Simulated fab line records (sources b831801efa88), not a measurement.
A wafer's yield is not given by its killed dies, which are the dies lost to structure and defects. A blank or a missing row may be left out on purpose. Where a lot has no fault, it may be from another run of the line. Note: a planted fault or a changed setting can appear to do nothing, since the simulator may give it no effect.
Matching of chambers ; flow sky130 ; SKY_LI_CONTACT_ETCH_14 on rie_diel-01 has 4 sister chambers
The step etches BARC in N2/H2, stops on SiO2, time 45.9 s, target depth 60 nm. 14 wafers are shown with their chamber, then 7 later ones without.

== WAFERS PAIRED WITH THEIR CHAMBERS ==
wafer;chamber;drypump_motor_current_A (A);h2_flow_sccm (sccm);throttle_valve_pct (%)
L670.3;0;5.9;200.0;13.225
L670.4;3;5.3;199.8;13.235
L670.6;1;6.1;200.3;13.223
L673.1;1;6.1;199.8;13.207
L673.4;3;5.3;199.9;13.230
L673.5;1;6.1;200.6;13.227
L674.1;1;6.0;199.5;13.223
L674.5;1;6.0;199.3;13.226
L674.6;2;6.3;201.4;13.226
L676.1;3;5.3;200.3;13.233
L676.4;2;6.3;200.6;13.228
L676.6;3;5.3;199.8;13.233
L679.2;1;6.1;200.0;13.228
L679.3;0;5.9;199.7;13.230

SIGNATURES (averages over the wafers above)
reading;chamber 0;chamber 1;chamber 2;chamber 3;scatter within a chamber
drypump_motor_current_A;5.900;6.067;6.300;5.300;0.0365
h2_flow_sccm;199.850;199.917;201.000;199.950;0.415
throttle_valve_pct;13.22750;13.22233;13.22700;13.23275;0.00575
Rule: a wafer lies at a distance from a chamber equal to the root of the sum of squares, over the readings, of (its reading less the chamber's mean, divided by the reading's scatter). The wafer belongs to the nearest chamber; if the next one is less than 2 further off, it can't be placed. The scatter is the square root of a quotient: the sum, over the shown wafers, of each reading's squared deviation from its chamber's mean, divided by wafers minus chambers.

== WAFERS WITHOUT THEIR CHAMBER ==
wafer;drypump_motor_current_A (A);h2_flow_sccm (sccm);throttle_valve_pct (%)
L679.4;6.3;199.6;13.227
L681.4;5.9;200.5;13.237
L681.5;5.9;200.1;13.232
L681.6;5.3;200.3;13.232
L692.1;5.9;201.3;13.219
L692.2;6.1;200.3;13.231
L692.4;6.2;199.6;13.226

== EACH ONE'S CHAMBER ==
wafer;from the rows above;in truth
L679.4;2;2
L681.4;0;0
L681.5;0;0
L681.6;3;3
L692.1;can't be placed: 0 or 1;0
L692.2;1;1
L692.4;can't be placed: 1 or 2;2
Placed correctly: 5 of 7. Not placeable from these rows: 2 (in 2, the candidates include the true chamber). Wrongly placed: 0.
